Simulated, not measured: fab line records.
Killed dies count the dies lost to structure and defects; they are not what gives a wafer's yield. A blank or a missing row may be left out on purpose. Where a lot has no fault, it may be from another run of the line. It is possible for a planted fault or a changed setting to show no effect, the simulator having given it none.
Which tool was responsible? :: flow gf180mcu :: 6 lots, 18 wafers sampled, at 2 steps of a route of 602

== WHAT THE GAUGES READ, wafer by wafer ==
GF_STI_THK_MEAS_04.
lot: L499
measured: day 1 19:39
on: film-metro-01
STI_CVD_03_THK (nm): 209.2 210.7 208.7

lot: L501
measured: day 2 09:34
on: film-metro-01
STI_CVD_03_THK (nm): 210.1 208.4 210.6

lot: L503
measured: day 2 15:50
on: film-metro-03
STI_CVD_03_THK (nm): 228.9 221.4 218.1

lot: L515
measured: day 5 02:59
on: film-metro-01
STI_CVD_03_THK (nm): 208.6 208.6 208.5

lot: L517
measured: day 5 12:47
on: film-metro-02
STI_CVD_03_THK (nm): 211.3 210.7 210.2

lot: L520
measured: day 6 04:17
on: film-metro-01
STI_CVD_03_THK (nm): 208.9 206.6 207.6

== EACH LOT AND THE TOOL THAT RAN IT (in order: tool; ch and the chambers of the sampled wafers; start) ==
lot: L499
GF_STI_CVD_03: lpcvd-02 ch 1, day 1 17:40

lot: L501
GF_STI_CVD_03: lpcvd-02 ch 1, day 2 06:35

lot: L503
GF_STI_CVD_03: lpcvd-02 ch 0, day 2 13:50

lot: L515
GF_STI_CVD_03: lpcvd-01 ch 0, day 5 01:00

lot: L517
GF_STI_CVD_03: lpcvd-01 ch 1, day 5 10:47

lot: L520
GF_STI_CVD_03: lpcvd-01 ch 0, day 6 02:18
- GF_STI_CVD_03: deposits Si3N4 from DCS/NH3, target thk 207.16 nm, time 3551 s.

== THE ANSWER, worked out from the rows above alone ==
Rule: the usual values come from the lots themselves. The widest of any qualifying gaps counts: lots, ordered by their means at a reading, are off when they make up no more than a third of the lots, leave a main group of 4 or more, and stand apart from it by 3 or more times the standard deviation of that group's means. If all means in a main group match to the digits the tables above print for the reading, that group is not used. Also off: a lot with no number at a reading for which 4 or more lots have one. All remaining lots with rows at the step are treated as sound.
Off: L503, at GF_STI_THK_MEAS_04 (STI_CVD_03_THK). Main group: mean 209.2 nm, sd 1.
A tool fits if, at a process step before that reading, it ran every lot that is off, and no sound lot after the first of them. Those tools and the gauges at GF_STI_THK_MEAS_04 are tried in the same way. 2 tools fit, lpcvd-02 at GF_STI_CVD_03 and film-metro-03 at GF_STI_THK_MEAS_04, so this cannot tell which one it is.

== WHAT HAD BEEN PUT IN BY THE SIMULATOR ==
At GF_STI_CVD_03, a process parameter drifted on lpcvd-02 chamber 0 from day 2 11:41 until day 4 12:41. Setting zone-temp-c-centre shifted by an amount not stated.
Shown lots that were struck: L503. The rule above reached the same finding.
